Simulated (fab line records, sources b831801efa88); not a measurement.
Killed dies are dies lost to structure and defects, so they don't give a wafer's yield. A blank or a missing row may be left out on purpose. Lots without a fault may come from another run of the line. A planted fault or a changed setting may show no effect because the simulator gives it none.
Which tool did it? | flow sfq_line | 14 lots, 42 wafers sampled, at 4 steps of a route of 325

WHAT THE GAUGES READ, wafer by wafer
The record holds no reading of a measuring or inspecting step that can be judged against a usual standard deviation.

WHICH TOOL RAN EACH LOT (tool, then ch and the chambers of the sampled wafers, then the start)
lot  | SFQ_TRILAYER_I2_VIA_STRIP_STRIP_071 | SFQ_TRILAYER_R5_DEP_SPUTTER_132 | SFQ_TRILAYER_C5_LITHO_PEB_154     | SFQ_TRILAYER_I6_METRO_MEASURE_167
L116 | rie_metal-03 ch 0,1, day 26 10:01   | pvd_sputter-05, day 47 14:28    | litho_track-04 ch 0, day 62 12:25 | film_metro-02, day 63 05:08
L117 | rie_metal-02 ch 0,1, day 27 00:47   | pvd_sputter-06, day 52 21:32    | litho_track-04 ch 0, day 62 18:22 | film_metro-03, day 63 09:11
L118 | rie_metal-02 ch 0,1, day 27 07:59   | pvd_sputter-05, day 52 21:34    | litho_track-02 ch 0, day 62 20:46 | film_metro-04, day 63 11:20
L119 | rie_metal-03 ch 0,1, day 27 19:47   | pvd_sputter-04, day 53 00:34    | litho_track-02 ch 0, day 63 02:43 | film_metro-04, day 63 17:47
L120 | rie_metal-01 ch 0,1, day 28 01:37   | pvd_sputter-06, day 53 11:43    | litho_track-01 ch 0, day 63 19:24 | film_metro-04, day 64 06:40
L121 | rie_metal-02 ch 0,1, day 28 11:13   | pvd_sputter-06, day 53 21:43    | litho_track-02 ch 0, day 64 00:18 | film_metro-03, day 64 09:37
L122 | rie_metal-01 ch 0,1, day 29 02:56   | pvd_sputter-04, day 54 12:04    | litho_track-04 ch 0, day 64 14:43 | film_metro-03, day 64 23:06
L126 | rie_metal-02 ch 0,1, day 30 21:52   | pvd_sputter-05, day 56 16:46    | litho_track-02 ch 0, day 66 16:56 | film_metro-02, day 71 10:31
L130 | rie_metal-02 ch 0,1, day 32 07:23   | pvd_sputter-05, day 58 11:04    | litho_track-01 ch 0, day 71 18:14 | film_metro-03, day 75 09:55
L131 | rie_metal-02 ch 0,1, day 32 15:47   | pvd_sputter-04, day 58 17:04    | litho_track-02 ch 0, day 71 21:51 | film_metro-04, day 75 11:55
L132 | rie_metal-03 ch 0, day 32 19:47     | pvd_sputter-05, day 58 22:28    | litho_track-04 ch 0, day 71 23:05 | film_metro-02, day 75 13:19
L133 | rie_metal-01 ch 0,1, day 33 02:47   | pvd_sputter-04, day 58 23:04    | litho_track-01 ch 0, day 72 01:29 | film_metro-03, day 75 16:55
L135 | rie_metal-02 ch 0,1, day 33 19:23   | pvd_sputter-04, day 59 13:28    | litho_track-04 ch 0, day 72 12:01 | film_metro-03, day 76 08:26
L139 | rie_metal-03 ch 0,1, day 34 23:59   | pvd_sputter-04, day 59 22:28    | litho_track-04 ch 0, day 72 20:23 | film_metro-04, day 76 19:13
- SFQ_TRILAYER_I2_VIA_STRIP_STRIP_071: strips in O2.
- SFQ_TRILAYER_R5_DEP_SPUTTER_132: material Ti, target thk 5 nm, time 5 s.
- SFQ_TRILAYER_C5_LITHO_PEB_154: peb time 60 s.
- SFQ_TRILAYER_I6_METRO_MEASURE_167

WHAT THE TOOLS THEMSELVES READ (means of the sampled wafers that have a number; where no wafer has one, the mark that the record gives instead)
SFQ_TRILAYER_I2_VIA_STRIP_STRIP_071. Usual: drypump_motor_current_A 5.2 A, standard deviation 0.31; oes_product_au 1.001 a.u., standard deviation 0.0081.
lot  | tool         | drypump_motor_current_A (A) | oes_product_au (a.u.) | flag
L116 | rie_metal-03 | 5.4                         | 1.006                 |
L117 | rie_metal-02 | 5.2                         | 0.991                 |
L118 | rie_metal-02 | 5.3                         | 0.998                 |
L119 | rie_metal-03 | 5.1                         | 1.000                 |
L120 | rie_metal-01 | 5.3                         | 1.005                 |
L121 | rie_metal-02 | 5.3                         | 0.993                 |
L122 | rie_metal-01 | 5.5                         | 1.004                 |
L126 | rie_metal-02 | 5.3                         | 0.992                 |
L130 | rie_metal-02 | 5.3                         | 0.999                 |
L131 | rie_metal-02 | 5.3                         | 0.993                 |
L132 | rie_metal-03 | 4.8                         | 1.005                 |
L133 | rie_metal-01 | 5.3                         | 1.012                 |
L135 | rie_metal-02 | 5.3                         | 1.002                 |
L139 | rie_metal-03 | 5.4                         | 1.012                 |

SFQ_TRILAYER_R5_DEP_SPUTTER_132. Usual: base_pressure_pa 1.32e-06 Pa, standard deviation 8.5e-08; throttle_valve_pct 29.8 %, standard deviation 0.96.
lot  | tool           | base_pressure_pa (Pa) | throttle_valve_pct (%) | flag
L116 | pvd_sputter-05 | 1.25e-06              | 29.4                   |
L117 | pvd_sputter-06 | 1.22e-06              | 29.6                   |
L118 | pvd_sputter-05 | 1.25e-06              | 30.1                   |
L119 | pvd_sputter-04 | 1.36e-06              | 30.0                   |
L120 | pvd_sputter-06 | 1.28e-06              | 29.2                   |
L121 | pvd_sputter-06 | 1.26e-06              | 29.1                   |
L122 | pvd_sputter-04 | 1.31e-06              | 29.8                   |
L126 | pvd_sputter-05 | 1.39e-06              | 29.0                   |
L130 | pvd_sputter-05 | 1.36e-06              | 30.1                   |
L131 | pvd_sputter-04 | 1.37e-06              | 29.9                   |
L132 | pvd_sputter-05 | 1.35e-06              | 30.2                   |
L133 | pvd_sputter-04 | 1.34e-06              | 30.0                   |
L135 | pvd_sputter-04 | 1.31e-06              | 29.8                   |
L139 | pvd_sputter-04 | 1.37e-06              | 29.9                   |

SFQ_TRILAYER_C5_LITHO_PEB_154. Usual: heater_power_total_W 79.15 W, standard deviation 0.067; plate_temp_C 114.96 C, standard deviation 0.12; resist_line_temp_C 23.02 C, standard deviation 0.094.
lot  | tool           | heater_power_total_W (W) | plate_temp_C (C) | resist_line_temp_C (C) | flag
L116 | litho_track-04 | 79.15                    | 115.19           | 22.99                  |
L117 | litho_track-04 | 79.19                    | 114.97           | 22.96                  |
L118 | litho_track-02 | 79.19                    | 115.04           | 23.07                  |
L119 | litho_track-02 | 79.15                    | 114.84           | 22.94                  |
L120 | litho_track-01 | 79.09                    | 114.87           | 22.87                  |
L121 | litho_track-02 | 79.14                    | 115.03           | 23.00                  |
L122 | litho_track-04 | 79.11                    | 115.04           | 23.09                  |
L126 | litho_track-02 | 79.16                    | 114.94           | 22.96                  |
L130 | litho_track-01 | 78.12                    | 113.76           | 23.08                  | OFF
L131 | litho_track-02 | 79.14                    | 114.95           | 23.00                  |
L132 | litho_track-04 | 79.15                    | 114.94           | 22.92                  |
L133 | litho_track-01 | 78.12                    | 113.83           | 23.06                  | OFF
L135 | litho_track-04 | 79.18                    | 114.86           | 22.95                  |
L139 | litho_track-04 | 79.15                    | 115.15           | 23.01                  |

SFQ_TRILAYER_I6_METRO_MEASURE_167. Usual: thk_nm 200.0 nm, standard deviation 0.99.
lot  | tool          | thk_nm (nm) | flag
L116 | film_metro-02 | 200.6       |
L117 | film_metro-03 | 199.6       |
L118 | film_metro-04 | 200.5       |
L119 | film_metro-04 | 200.2       |
L120 | film_metro-04 | 200.1       |
L121 | film_metro-03 | 200.1       |
L122 | film_metro-03 | 199.5       |
L126 | film_metro-02 | 200.3       |
L130 | film_metro-03 | 199.8       |
L131 | film_metro-04 | 198.2       |
L132 | film_metro-02 | 198.5       |
L133 | film_metro-03 | 199.4       |
L135 | film_metro-03 | 200.3       |
L139 | film_metro-04 | 200.1       |

THE ANSWER, worked out from the rows above alone
Rule: a lot is off if the mean of its wafers that have a number lies more than 3 standard deviations from the usual mean. A lot without any number at a reading at which 4 lots or more have one is off too. The other lots that the step has rows for count as sound. The gauges are gone through in route order, then the tools' own readings, and for those a lot's mean is taken as printed above. The first step at which some lot is off is used, and at that step the reading that is off furthest; a lot without a number counts as furthest.
Off: L130, L133, at SFQ_TRILAYER_C5_LITHO_PEB_154 (heater_power_total_W).
A tool fits if, at that step or a process step before it, it ran every lot that is off, and no sound lot after the first of them. One fits: litho_track-01 at SFQ_TRILAYER_C5_LITHO_PEB_154. Its last sound lot is L120 (day 63 19:24), its first lot that is off L130 (day 71 18:14): a fault that began between those two fits.
The tool's own readings at SFQ_TRILAYER_C5_LITHO_PEB_154 bear it out: on the lots that are off they differ by more than 5 times the standard deviation of the sound lots' means. heater_power_total_W reads 78.12 W there against 79.15 W on the sound lots; plate_temp_C reads 113.80 C there against 114.98 C on the sound lots.

WHAT THE SIMULATOR HAD PUT IN
Process parameter drift: litho_track-01, from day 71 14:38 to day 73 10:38, at SFQ_TRILAYER_C5_LITHO_PEB_154. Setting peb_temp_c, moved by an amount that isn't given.
Lots struck among those shown: L130, L133. The rule above found the same.
